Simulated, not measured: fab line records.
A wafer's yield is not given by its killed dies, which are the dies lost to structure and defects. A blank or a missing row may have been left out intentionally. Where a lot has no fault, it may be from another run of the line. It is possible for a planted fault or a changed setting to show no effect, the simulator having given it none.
fab line records	flow sky130
record lots=6	wafers=18	last_day=50
route steps=708 shown PWDE@52 NWELL@56 PAD_OPEN@708
lots that met no fault: from a run of the same line without faults
start_h: hours from the record's opening day to when the first of the lot's shown wafers began	wait_h: hours elapsed since this lot's preceding step	" identical to the entry in the row above	L1.1+2: one row covering several wafers at once	- value missing, or start not given	* or withheld: withheld	< > ~ a bound
route shown NAME@n: a module of which the file shows steps, and the number in the route of the first	usual: mean and standard deviation over wafers with no fault	same: alike in all rows	chamber/n: place in a boat	sites: readings site by site	_std_site: the standard deviation of these	_edge_site: mean of outer sites minus mean of inner sites	radius_mm: for every site, how far away it sits from the centre of the wafer	mask NAME#n: copy n	behind: tool/chamber where the wafer was last shaped	hold: the reason the lot was held/the length of the hold in hours/how it ended	device: transistor that didn't switch, given as n, p or np	end of line: the route-end tests of the same wafers	a step with no rows: only its recipe	killed: at the first sort, the dies lost to defects and structure; wafer yield is something else	map: dies across one wafer; x = killed, . = not, _ = none there
set.NAME: the setting the step ran with; set.NAME@STEP: the setting that earlier step ran with	model.NAME: the simulator's own value behind a step, which no gauge read
certain route steps with their lots: each step a table, each wafer a row
services: from which hour (start_h, from the record's first day; less than 0 if before it) a tool's chamber was out of use, for how many hours, and why
## steps
# step SKY_PWDE_OVL_MEAS_07
# usual PWDE_OVL=0.9/1.4
lot.wafer	tool	chamber	start_h	wait_h	PWDE_OVL[nm]
L621.1	overlay-01	-	71.34	-	-0.1
L621.2	"	-	"	"	1.6
L621.4	"	-	"	"	1.4
L623.1	overlay-02	-	76.95	-	2.4
L623.4	"	-	"	"	3.0
L623.5	"	-	"	"	3.0
L631.2	overlay-02	-	127.94	-	-1.2
L631.4	"	-	"	"	0.9
L631.6	"	-	"	"	0.5
L636.1	overlay-02	-	150.94	-	0.1
L636.2	"	-	"	"	0.3
L636.3	"	-	"	"	1.1
L638.1	overlay-02	-	169.35	-	0.8
L638.2	"	-	"	"	2.1
L638.3	"	-	"	"	1.6
L644.2	overlay-01	-	196.90	-	-2.2
L644.4	"	-	"	"	-0.8
L644.6	"	-	"	"	-1.3
# step SKY_PWDE_IMPLANT_08
# recipe species=B	energy_kev=150	dose_cm2=3.6e+12	tilt_deg=withheld
# step SKY_PWDE_STRIP_09
# recipe chemistry=O2/N2	power_w=1400	pressure_mtorr=1500	platen_temp_c=withheld	o2_flow_sccm=3000	n2_flow_sccm=300	overash_fraction=0.5
# usual drypump_motor_current_A=5.5/0.34	o2_flow_sccm=3000/8.2	oes_product_au=0.723/0.0046	strip_time_to_endpoint_s=36.92/0.11
lot.wafer	tool	chamber	start_h	wait_h	drypump_motor_current_A	o2_flow_sccm	oes_product_au	rf_hours_counter_h	strip_time_to_endpoint_s
L621.1	plasma_asher-02	0	71.53	0.1	5.5	3018	0.725	40	36.82
L621.2	"	1	"	"	5.5	3003	0.717	40	36.80
L621.4	"	1	"	"	5.6	3007	0.725	-	36.81
L623.1	plasma_asher-04	0	77.13	0.1	5.0	3003	0.722	28	37.08
L623.4	"	0	"	"	5.0	3006	0.724	-	36.95
L623.5	"	1	"	"	5.5	3001	0.728	-	37.01
L631.2	plasma_asher-04	1	128.12	0.1	5.4	3001	0.718	33	36.95
L631.4	"	0	"	"	5.0	2999	0.723	-	36.87
L631.6	"	0	"	"	5.0	3005	0.725	-	36.79
L636.1	plasma_asher-02	0	151.12	0.1	5.6	3011	0.710	48	37.02
L636.2	"	1	"	"	5.6	2999	0.727	48	36.94
L636.3	"	1	"	"	5.6	3014	0.719	-	36.82
L638.1	plasma_asher-02	1	169.53	0.1	5.6	2984	0.721	50	36.85
L638.2	"	0	"	"	5.6	2999	0.723	50	36.83
L638.3	"	1	"	"	5.6	2994	0.722	-	36.94
L644.2	plasma_asher-03	0	197.08	0.1	6.1	2999	0.728	49	36.82
L644.4	"	0	"	"	6.1	3013	0.724	-	36.88
L644.6	"	1	"	"	6.4	3007	0.717	-	36.76
# step SKY_PWDE_TW_MEAS_10
# usual PWDE_TW=372/3.7
lot.wafer	tool	chamber	start_h	wait_h	PWDE_TW
L621.1	film_metro-02	-	71.63	0.1	368
L621.2	"	-	"	"	369
L621.4	"	-	"	"	367
L623.1	film_metro-04	-	77.23	0.1	378
L623.4	"	-	"	"	375
L623.5	"	-	"	"	376
L631.2	film_metro-03	-	128.23	0.1	375
L631.4	"	-	"	"	377
L631.6	"	-	"	"	372
L636.1	film_metro-02	-	151.22	0.1	368
L636.2	"	-	"	"	366
L636.3	"	-	"	"	369
L638.1	film_metro-04	-	169.63	0.1	375
L638.2	"	-	"	"	372
L638.3	"	-	"	"	373
L644.2	film_metro-03	-	197.19	0.1	372
L644.4	"	-	"	"	372
L644.6	"	-	"	"	373
# step SKY_NWELL_DEHYDRATE_03
# recipe temp_c=200	time_s=60
# step SKY_NWELL_HMDS_04
# recipe prime_time_s=60	prime_temp_c=120
# step SKY_NWELL_COAT_05
# recipe spin_rpm=2000	resist_thk_nm=3000
# step SKY_NWELL_SOFTBAKE_06
# recipe temp_c=110	time_s=withheld
# step SKY_NWELL_EXPOSE_07
# recipe mask_id=NWM	na=0.6	source_shape=conventional	sigma_outer=0.6	polarization=unpolarized	target_cd_nm=840	dose_mj=260.1
# step SKY_NWELL_PEB_08
# recipe temp_c=115	time_s=withheld
# step SKY_NWELL_DEVELOP_09
# recipe wall_angle_deg=90	developer=TMAH	develop_time_s=60	dev_temp_c=23
# step SKY_NWELL_OVL_MEAS_10
# usual NWELL_00_OVL=0.0/1.4
lot.wafer	tool	chamber	start_h	wait_h	NWELL_00_OVL[nm]
L621.1	overlay-01	-	88.54	-	-3.6
L621.2	"	-	"	"	1.7
L621.4	"	-	"	"	-1.1
L623.1	overlay-02	-	93.94	-	-1.6
L623.4	"	-	"	"	-2.3
L623.5	"	-	"	"	0.6
L631.2	overlay-02	-	147.54	-	0.8
L631.4	"	-	"	"	-0.2
L631.6	"	-	"	"	0.1
L636.1	overlay-02	-	171.07	-	-1.1
L636.2	"	-	"	"	0.4
L636.3	"	-	"	"	0.5
L638.1	overlay-01	-	190.84	-	0.4
L638.2	"	-	"	"	2.5
L638.3	"	-	"	"	1.3
L644.2	overlay-01	-	218.30	-	0.1
L644.4	"	-	"	"	0.6
L644.6	"	-	"	"	-0.1
# step SKY_NWELL_IMPLANT_11
# recipe species=P	energy_kev=400	dose_cm2=1.9e+13	tilt_deg=withheld
# usual faraday_current_uA=106.9/2.1
lot.wafer	tool	chamber	start_h	wait_h	faraday_current_uA
L621.1	implanter-01	0	88.58	0.0	104.9
L621.2	"	0	"	"	111.7
L621.4	"	0	"	"	104.6
L623.1	implanter-02	0	93.98	0.0	108.4
L623.4	"	0	"	"	106.8
L623.5	"	0	"	"	107.4
L631.2	implanter-02	0	147.70	0.1	104.3
L631.4	"	0	"	"	108.3
L631.6	"	0	"	"	106.8
L636.1	implanter-02	0	171.11	0.0	108.1
L636.2	"	0	"	"	104.8
L636.3	"	0	"	"	108.1
L638.1	implanter-04	0	190.87	0.0	107.3
L638.2	"	0	"	"	106.4
L638.3	"	0	"	"	106.3
L644.2	implanter-04	0	218.35	0.0	104.1
L644.4	"	0	"	"	107.0
L644.6	"	0	"	"	106.5
# step SKY_NWELL_IMPLANT_12
# recipe species=P	energy_kev=120	dose_cm2=1.3e+12	tilt_deg=withheld
# step SKY_NWELL_IMPLANT_13
# recipe species=P	energy_kev=50	dose_cm2=7e+11	tilt_deg=withheld
# step SKY_NWELL_STRIP_14
# recipe chemistry=O2/N2	power_w=1400	pressure_mtorr=1500	platen_temp_c=withheld	o2_flow_sccm=3000	n2_flow_sccm=300	overash_fraction=0.5
# usual drypump_motor_current_A=5.7/0.45	o2_flow_sccm=2998/8.1	oes_product_au=0.723/0.0044	strip_time_to_endpoint_s=36.93/0.12
lot.wafer	tool	chamber	start_h	wait_h	drypump_motor_current_A	o2_flow_sccm	oes_product_au	rf_hours_counter_h	strip_time_to_endpoint_s
L621.1	plasma_asher-01	0	89.03	0.1	5.7	2993	0.722	38	36.80
L621.2	"	1	"	"	5.9	2991	0.721	38	36.83
L621.4	"	1	"	"	5.9	3008	0.721	-	36.86
L623.1	plasma_asher-01	1	94.43	0.1	5.9	3009	0.720	39	37.15
L623.4	"	0	"	"	5.7	3007	0.716	-	36.95
L623.5	"	1	"	"	5.9	3003	0.721	-	36.95
L631.2	plasma_asher-03	1	148.12	0.1	6.5	3003	0.715	44	37.02
L631.4	"	1	"	"	6.5	2999	0.720	-	36.98
L631.6	"	0	"	"	6.1	2992	0.727	-	36.96
L636.1	plasma_asher-01	1	171.56	0.1	5.9	2986	0.723	6	36.87
L636.2	"	0	"	"	5.8	3002	0.726	6	36.88
L636.3	"	1	"	"	5.9	2990	0.721	-	36.84
L638.1	plasma_asher-01	1	194.17	0.1	5.9	2993	0.720	8	36.96
L638.2	"	0	"	"	5.8	2990	0.720	8	36.89
L638.3	"	1	"	"	5.9	2995	0.731	-	36.98
L644.2	plasma_asher-04	1	219.68	0.1	5.4	3000	0.724	42	36.62
L644.4	"	0	"	"	5.0	2985	0.725	-	36.69
L644.6	"	0	"	"	5.0	3005	0.710	-	36.70
# step SKY_NWELL_TW_MEAS_15
# usual NWELL_TW=1806/19
lot.wafer	tool	chamber	start_h	wait_h	NWELL_TW
L621.1	film_metro-02	-	89.13	0.1	1789
L621.2	"	-	"	"	1796
L621.4	"	-	"	"	1800
L623.1	film_metro-03	-	94.53	0.1	1818
L623.4	"	-	"	"	1818
L623.5	"	-	"	"	1817
L631.2	film_metro-03	-	148.23	0.1	1759
L631.4	"	-	"	"	1756
L631.6	"	-	"	"	1752
L636.1	film_metro-02	-	171.66	0.1	1737
L636.2	"	-	"	"	1744
L636.3	"	-	"	"	1737
L638.1	film_metro-03	-	194.27	0.1	1820
L638.2	"	-	"	"	1812
L638.3	"	-	"	"	1813
L644.2	film_metro-03	-	219.79	0.1	1813
L644.4	"	-	"	"	1811
L644.6	"	-	"	"	1800
# step SKY_NWELL_DEHYDRATE_16
# recipe temp_c=200	time_s=60
# step SKY_NWELL_HMDS_17
# recipe prime_time_s=60	prime_temp_c=120
# step SKY_NWELL_COAT_18
# recipe spin_rpm=2000	resist_thk_nm=3000
# step SKY_NWELL_SOFTBAKE_19
# recipe temp_c=110	time_s=withheld
# step SKY_NWELL_EXPOSE_20
# recipe mask_id=NWM_COMPLEMENT	na=0.6	source_shape=conventional	sigma_outer=0.6	polarization=unpolarized	target_cd_nm=840	dose_mj=260
# step SKY_NWELL_PEB_21
# recipe temp_c=115	time_s=withheld
# step SKY_NWELL_DEVELOP_22
# recipe wall_angle_deg=90	developer=TMAH	develop_time_s=60	dev_temp_c=23
# step SKY_NWELL_OVL_MEAS_23
# usual NWELL_01_OVL=0.7/1.3
lot.wafer	tool	chamber	start_h	wait_h	NWELL_01_OVL[nm]
L621.1	overlay-01	-	106.42	-	1.0
L621.2	"	-	"	"	0.2
L621.4	"	-	"	"	-0.3
L623.1	overlay-01	-	112.24	-	0.1
L623.4	"	-	"	"	2.5
L623.5	"	-	"	"	2.8
L631.2	overlay-02	-	167.90	-	-0.1
L631.4	"	-	"	"	-0.2
L631.6	"	-	"	"	0.6
L636.1	overlay-01	-	192.42	-	0.1
L636.2	"	-	"	"	-0.4
L636.3	"	-	"	"	0.0
L638.1	overlay-02	-	216.02	-	-0.3
L638.2	"	-	"	"	-0.7
L638.3	"	-	"	"	-0.6
L644.2	overlay-01	-	243.10	-	2.0
L644.4	"	-	"	"	1.5
L644.6	"	-	"	"	1.3
# step SKY_NWELL_IMPLANT_24
# recipe species=B	energy_kev=140	dose_cm2=9.2e+12	tilt_deg=withheld
# step SKY_NWELL_STRIP_25
# recipe chemistry=O2/N2	power_w=1400	pressure_mtorr=1500	platen_temp_c=withheld	o2_flow_sccm=3000	n2_flow_sccm=300	overash_fraction=0.5
# usual drypump_motor_current_A=5.8/0.47	o2_flow_sccm=2999/9.4	oes_product_au=0.723/0.0042	strip_time_to_endpoint_s=36.93/0.11
lot.wafer	tool	chamber	start_h	wait_h	drypump_motor_current_A	o2_flow_sccm	oes_product_au	rf_hours_counter_h	strip_time_to_endpoint_s
L621.1	plasma_asher-03	1	106.61	0.1	6.5	2995	0.723	40	37.06
L621.2	"	0	"	"	6.1	2995	0.724	40	37.02
L621.4	"	1	"	"	6.5	2997	0.723	-	36.96
L623.1	plasma_asher-04	1	112.42	0.1	5.4	3005	0.725	31	36.69
L623.4	"	0	"	"	5.0	3004	0.723	-	36.76
L623.5	"	1	"	"	5.4	3000	0.727	-	36.89
L631.2	plasma_asher-04	0	168.08	0.1	5.0	2999	0.729	38	37.02
L631.4	"	0	"	"	5.0	3001	0.724	-	36.84
L631.6	"	0	"	"	5.0	2998	0.719	-	36.96
L636.1	plasma_asher-04	1	192.61	0.1	5.4	2991	0.719	40	36.94
L636.2	"	0	"	"	5.0	2989	0.721	40	36.84
L636.3	"	1	"	"	5.4	2999	0.725	-	36.89
L638.1	plasma_asher-01	1	216.21	0.1	5.9	2979	0.723	11	36.92
L638.2	"	0	"	"	5.8	3009	0.722	11	36.71
L638.3	"	0	"	"	5.7	2984	0.716	-	36.78
L644.2	plasma_asher-03	0	243.28	0.1	6.1	3011	0.724	52	36.82
L644.4	"	0	"	"	6.1	3001	0.724	-	36.91
L644.6	"	0	"	"	6.1	3010	0.729	-	36.88
# step SKY_NWELL_TW_MEAS_26
# usual NWELL_2_TW=492/4.8
lot.wafer	tool	chamber	start_h	wait_h	NWELL_2_TW
L621.1	film_metro-03	-	106.71	0.1	492
L621.2	"	-	"	"	490
L621.4	"	-	"	"	494
L623.1	film_metro-02	-	112.52	0.1	486
L623.4	"	-	"	"	484
L623.5	"	-	"	"	485
L631.2	film_metro-03	-	168.19	0.1	492
L631.4	"	-	"	"	492
L631.6	"	-	"	"	495
L636.1	film_metro-02	-	192.71	0.1	486
L636.2	"	-	"	"	485
L636.3	"	-	"	"	486
L638.1	film_metro-02	-	216.31	0.1	487
L638.2	"	-	"	"	488
L638.3	"	-	"	"	487
L644.2	film_metro-02	-	243.39	0.1	485
L644.4	"	-	"	"	482
L644.6	"	-	"	"	483
# step SKY_NWELL_CLEAN_27
# recipe chemistry=SC1/SC2	mix=1:4:20	temp_c=70	time_s=150	dry=n2_spin
# step SKY_NWELL_RTA_28
# recipe temp_c=1050	time_s=30	idle_temp_c=650	ramp_up_c_per_s=150	ramp_down_c_per_s=90	ambient=N2
# usual lamp_power_pct=25.31/0.051	wafer_temp_C_max=1054.8/0.89
lot.wafer	tool	chamber	start_h	wait_h	lamp_power_pct	wafer_temp_C_max
L621.1	rtp_anneal-01	0	106.82	0.0	25.38	1054.7
L621.2	"	0	"	"	25.44	1053.4
L621.4	"	0	"	"	25.31	1057.2
L623.1	rtp_anneal-01	0	112.64	0.0	25.37	1054.0
L623.4	"	0	"	"	25.28	1055.4
L623.5	"	0	"	"	25.28	1054.1
L631.2	rtp_anneal-02	0	168.31	0.0	25.34	1057.0
L631.4	"	0	"	"	25.28	1053.9
L631.6	"	0	"	"	25.30	1056.8
L636.1	rtp_anneal-02	0	192.82	0.0	25.29	1054.6
L636.2	"	0	"	"	25.32	1053.9
L636.3	"	0	"	"	25.28	1054.9
L638.1	rtp_anneal-02	0	216.43	0.0	25.31	1055.5
L638.2	"	0	"	"	25.37	1055.2
L638.3	"	0	"	"	25.37	1055.1
L644.2	rtp_anneal-02	0	243.51	0.0	25.31	1054.5
L644.4	"	0	"	"	25.33	1054.3
L644.6	"	0	"	"	25.27	1054.3
# step SKY_NWELL_RS_MEAS_29
# recipe thk_meas_gauge=four-point-probe
# usual NWELL_RS=624.8/1.7
lot.wafer	tool	chamber	start_h	wait_h	hold	NWELL_RS[ohm/sq]
L621.1	film_metro-03	-	106.92	0.1	-	625.2
L621.2	"	-	"	"	-	625.4
L621.4	"	-	"	"	-	625.4
L623.1	film_metro-03	-	112.74	0.1	-	626.9
L623.4	"	-	"	"	-	624.9
L623.5	"	-	"	"	-	626.9
L631.2	film_metro-02	-	168.41	0.1	await_dispo/0.2h/release	655.3
L631.4	"	-	"	"	await_dispo/0.2h/release	654.2
L631.6	"	-	"	"	await_dispo/0.2h/release	653.7
L631.2	film_metro-02	-	168.77	0.3	-	655.0
L631.4	"	-	"	"	-	655.2
L631.6	"	-	"	"	-	655.4
L636.1	film_metro-02	-	192.92	0.1	await_dispo/0.2h/release	657.2
L636.2	"	-	"	"	await_dispo/0.2h/release	655.0
L636.3	"	-	"	"	await_dispo/0.2h/release	658.2
L636.1	film_metro-02	-	193.28	0.3	-	656.9
L636.2	"	-	"	"	-	655.9
L636.3	"	-	"	"	-	658.0
L638.1	film_metro-02	-	216.53	0.1	-	620.2
L638.2	"	-	"	"	-	622.0
L638.3	"	-	"	"	-	621.7
L644.2	film_metro-03	-	243.61	0.1	-	624.2
L644.4	"	-	"	"	-	625.0
L644.6	"	-	"	"	-	624.0
# step SKY_PAD_OPEN_PROBE_99
# usual killed_at_M0_to_M3=43/7.3	killed_at_M4_up=3.1/1.8	killed_at_contacts=24/5.4	killed_at_front_end=15/4.1	killed_at_other=0.2/0.52	killed_dies=86/10	killed_on_rim=17/4.1	killed_open=47/7.3	killed_short=39/6.4
# same gross_dies=492	killed_at_back_side=0
lot.wafer	tool	chamber	start_h	wait_h	killed_at_M0_to_M3	killed_at_M4_up	killed_at_contacts	killed_at_front_end	killed_at_other	killed_dies	killed_on_rim	killed_open	killed_short	model.etest.nfet_16v.r_on_ohm_um	model.etest.res_nwell.line_ohm_um	model.etest.res_nwell.rs_ohm_sq	model.etest.res_nwell.rs_ohm_sq_range	model.etest.res_nwell.rs_ohm_sq_rim_less_centre	model.etest.res_nwell.width_nm	model.etest.field_p.vt_v	model.etest.pfet_g5v0d10v5.off_log10_a_um
L621.1	prober-01	-	1074.88	0.1	41	2	28	15	1	87	16	46	41	1.378e+04	1073	903.6	9.883	5.942	840.9	-38.53	-12.21
L621.2	prober-01	-	1074.93	0.1	40	3	25	7	0	75	18	50	25	1.364e+04	1044	893.5	20.55	10.41	840	-37.72	-12.23
L621.4	prober-01	-	1075.03	0.2	44	1	15	14	0	74	22	33	40	1.388e+04	1095	914.4	14.9	9.606	838.8	-39.62	-12.53
L623.1	prober-01	-	1082.82	0.1	40	3	31	7	0	81	13	47	34	1.382e+04	1089	895	10.93	6.77	835.1	-37.99	-12.68
L623.4	prober-01	-	1082.97	0.2	44	4	24	11	0	83	17	50	33	1.388e+04	1070	905.8	21.65	4.877	839.7	-38.45	-12.5
L623.5	prober-01	-	1083.02	0.2	48	1	28	20	0	97	18	52	45	1.395e+04	1059	888	16.22	-5.896	838.8	-37.62	-12.56
L631.2	prober-01	-	1137.35	0.1	55	4	23	17	0	99	26	58	41	1.455e+04	1154	953.5	86.02	-31.69	831.9	-34.7	-12.1
L631.4	prober-01	-	1137.45	0.2	39	8	24	15	0	86	17	45	41	1.458e+04	1123	937.7	87.16	-18.93	834.6	-33.43	-12.09
L631.6	prober-01	-	1137.55	0.2	37	3	24	15	0	79	13	44	35	1.462e+04	1142	955	84.02	-34.08	835.6	-34.91	-11.88
L636.1	prober-02	-	1165.55	0.1	45	1	24	11	0	81	14	44	37	1.441e+04	1178	965.7	70.25	-32.51	822.4	-34.71	-12.3
L636.2	prober-02	-	1165.60	0.1	43	4	15	12	0	74	14	39	35	1.443e+04	1154	955.2	88.03	-34.26	825.2	-34.13	-12.11
L636.3	prober-02	-	1165.65	0.2	49	4	24	9	1	87	19	55	32	1.44e+04	1204	991	75.94	-36.52	829.6	-36.15	-11.93
L638.1	prober-01	-	1178.60	0.1	33	1	20	12	0	66	15	36	29	1.382e+04	1066	900.1	15.3	8.291	831.7	-38.1	-12.29
L638.2	prober-01	-	1178.65	0.1	41	0	33	11	0	85	18	46	39	1.368e+04	1096	910.7	18.81	-2.579	834.1	-38.82	-12.45
L638.3	prober-01	-	1178.70	0.2	51	4	29	11	0	95	19	54	41	1.373e+04	1083	898.2	14.26	-8.904	830.5	-38.4	-12.45
L644.2	prober-02	-	1195.56	0.1	41	1	21	9	2	74	14	36	38	1.406e+04	1067	890.4	14.13	-8.778	832.7	-38.24	-12.42
L644.4	prober-02	-	1195.66	0.2	42	2	19	9	0	72	20	39	33	1.394e+04	1047	868.4	16.13	-4.136	834.8	-36.61	-12.45
L644.6	prober-02	-	1195.76	0.2	40	3	28	14	0	85	16	47	38	1.423e+04	1061	887	14.48	-6.736	831	-37.87	-12.6
# killed by level:class
L621.1 CONTACT:geometric_particle:open=12 VIA1:geometric_particle:short=9 VIA1:geometric_particle:open=9 VIA2:geometric_particle:open=8 CONTACT:geometric_particle:short=8 METAL1:geometric_particle:short=5 FIELD_ISO:geometric_particle:open=4 FIELD_ISO:geometric_particle:short=3
L621.2 CONTACT:geometric_particle:open=11 VIA1:geometric_particle:open=11 VIA1:geometric_particle:short=8 LI_CONTACT:geometric_particle:open=8 VIA2:geometric_particle:open=6 METAL2:geometric_particle:short=4 VIA3:geometric_particle:open=4 METAL3:geometric_particle:short=3
L621.4 VIA1:geometric_particle:short=8 METAL2:geometric_particle:short=8 VIA1:geometric_particle:open=7 LI_CONTACT:geometric_particle:open=6 METAL1:geometric_particle:open=5 METAL3:geometric_particle:short=4 CONTACT:geometric_particle:short=4 FIELD_ISO:geometric_particle:short=3
L623.1 VIA1:geometric_particle:open=12 LI_CONTACT:geometric_particle:open=9 CONTACT:geometric_particle:short=8 CONTACT:geometric_particle:open=8 METAL1:geometric_particle:short=7 VIA2:geometric_particle:open=6 VIA3:geometric_particle:open=5 METAL2:geometric_particle:short=4
L623.4 VIA1:geometric_particle:open=10 VIA3:geometric_particle:open=9 LI_CONTACT:geometric_particle:open=8 CONTACT:geometric_particle:open=7 VIA2:geometric_particle:open=7 CONTACT:geometric_particle:short=6 METAL1:geometric_particle:short=5 METAL2:geometric_particle:short=5
L623.5 CONTACT:geometric_particle:open=12 LI_CONTACT:geometric_particle:open=10 METAL1:geometric_particle:short=8 METAL2:geometric_particle:short=7 VIA2:geometric_particle:open=7 VIA1:geometric_particle:open=7 FIELD_ISO:geometric_particle:open=4 SPACER:geometric_particle:short=4
L631.2 VIA1:geometric_particle:open=11 CONTACT:geometric_particle:open=8 VIA3:geometric_particle:open=8 METAL2:geometric_particle:short=7 VIA2:geometric_particle:open=7 POLY_GATE:geometric_particle:open=6 LI_CONTACT:geometric_particle:open=6 FIELD_ISO:geometric_particle:open=4
L631.4 VIA1:geometric_particle:open=11 CONTACT:geometric_particle:open=9 METAL4:geometric_particle:short=7 CONTACT:geometric_particle:short=7 FIELD_ISO:geometric_particle:open=6 LI_CONTACT:geometric_particle:open=6 METAL2:geometric_particle:short=6 VIA1:geometric_particle:short=5
L631.6 VIA1:geometric_particle:open=10 CONTACT:geometric_particle:open=7 LI_CONTACT:geometric_particle:open=6 METAL1:geometric_particle:short=5 VIA3:geometric_particle:open=5 FIELD_ISO:geometric_particle:open=4 CONTACT:geometric_particle:short=4 VIA1:geometric_particle:short=4
L636.1 VIA1:geometric_particle:open=13 CONTACT:geometric_particle:open=7 METAL1:geometric_particle:short=7 VIA3:geometric_particle:open=7 LI_CONTACT:geometric_particle:open=6 CONTACT:geometric_particle:short=5 METAL2:geometric_particle:short=5 POLY_GATE:geometric_particle:short=4
L636.2 METAL2:geometric_particle:short=10 CONTACT:geometric_particle:open=8 VIA1:geometric_particle:short=7 VIA2:geometric_particle:open=6 VIA1:geometric_particle:open=6 VIA3:geometric_particle:open=5 LI_CONTACT:geometric_particle:open=5 METAL4:geometric_particle:short=4
L636.3 CONTACT:geometric_particle:open=12 VIA1:geometric_particle:open=10 METAL2:geometric_particle:short=10 LI_CONTACT:geometric_particle:open=8 VIA1:geometric_particle:short=7 VIA2:geometric_particle:open=6 VIA3:geometric_particle:open=4 FIELD_ISO:geometric_particle:open=3
L638.1 VIA1:geometric_particle:open=9 LI_CONTACT:geometric_particle:open=7 VIA1:geometric_particle:short=6 METAL2:geometric_particle:short=5 CONTACT:geometric_particle:open=5 FIELD_ISO:geometric_particle:short=4 LOCAL_INTERCONNECT:geometric_particle:short=4 CONTACT:geometric_particle:short=3
L638.2 CONTACT:geometric_particle:open=11 VIA1:geometric_particle:open=8 VIA3:geometric_particle:open=7 LOCAL_INTERCONNECT:geometric_particle:short=6 CONTACT:geometric_particle:short=5 LI_CONTACT:geometric_particle:open=5 LI_CONTACT:geometric_particle:short=5 VIA2:geometric_particle:short=5
L638.3 VIA1:geometric_particle:open=16 CONTACT:geometric_particle:open=14 VIA1:geometric_particle:short=7 VIA2:geometric_particle:open=7 METAL3:geometric_particle:short=6 LOCAL_INTERCONNECT:geometric_particle:short=5 CONTACT:geometric_particle:short=5 METAL2:geometric_particle:short=5
L644.2 LI_CONTACT:geometric_particle:open=9 CONTACT:geometric_particle:open=8 METAL1:geometric_particle:short=8 VIA1:geometric_particle:open=5 VIA1:geometric_particle:short=5 METAL3:geometric_particle:short=5 FIELD_ISO:geometric_particle:short=3 VIA3:geometric_particle:open=3
L644.4 VIA2:geometric_particle:open=10 VIA1:geometric_particle:open=9 CONTACT:geometric_particle:open=6 METAL2:geometric_particle:short=6 METAL3:geometric_particle:short=4 FIELD_ISO:geometric_particle:short=4 VIA2:geometric_particle:short=4 CONTACT:geometric_particle:short=4
L644.6 CONTACT:geometric_particle:open=12 VIA2:geometric_particle:open=10 LI_CONTACT:geometric_particle:open=7 VIA1:geometric_particle:open=7 CONTACT:geometric_particle:short=5 METAL2:geometric_particle:short=5 FIELD_ISO:geometric_particle:short=4 METAL1:geometric_particle:short=4
## services
tool	chamber	start_h	hours	kind
implanter-01	-	49.24	3.4	repair
implanter-02	-	50.54	4.6	repair
implanter-02	-	58.25	5.3	repair
plasma_asher-04	-	74.60	2.3	repair
plasma_asher-03	-	89.49	14.6	pm
plasma_asher-01	-	108.75	9.0	pm
plasma_asher-01	0	108.75	9.0	vent_cycle
plasma_asher-01	1	108.75	9.0	vent_cycle
implanter-04	-	109.16	4.5	pm
plasma_asher-01	0	117.75	-	clean
plasma_asher-01	1	117.75	-	clean
implanter-01	-	126.24	103.9	pm
plasma_asher-03	-	136.41	10.1	repair
rtp_anneal-01	-	139.88	3.1	pm
implanter-02	-	149.04	1.9	repair
plasma_asher-02	-	153.01	2.8	pm
implanter-02	-	155.78	9.3	repair
plasma_asher-02	-	166.44	1.6	repair
implanter-04	-	184.97	1.8	pm
plasma_asher-04	-	193.66	5.1	repair
plasma_asher-03	-	214.73	5.4	repair
implanter-01	-	230.11	5.9	pm
implanter-04	-	241.23	9.9	repair
## key
first_sign step=SKY_NWELL_TW_MEAS_15	reading=NWELL_TW	direction=down	sigmas=3	usual=1806	struck=1748
effect step=SKY_NWELL_RS_MEAS_29	reading=visit	direction=added
effect step=SKY_NWELL_RS_MEAS_29	reading=NWELL_RS	direction=up	sigmas=18	usual=624.8	struck=655.6
model_effect step=SKY_PAD_OPEN_PROBE_99	value=etest.nfet_16v.r_on_ohm_um	without=1.394e+04	struck=1.45e+04
met_at SKY_NWELL_IMPLANT_11
struck_wafers L631.2,L631.4,L631.6,L636.1,L636.2,L636.3
tester_left_out L631,L636
onset_between 93.98 147.70
fault kind=process_parameter_drift	tool=implanter-02	chamber=-	onset_h=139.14	steps=SKY_NWELL_IMPLANT_11	channel=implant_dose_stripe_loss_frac	offset=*	shape=step	end_h=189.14
# tester_left_out: of these lots the tester's yield and bins aren't shown, on N5 and GAA mostly nor the transistor test; their killed dies are dies lost to structure and defects alone, not to doping, threshold or leakage, so they don't give the yield
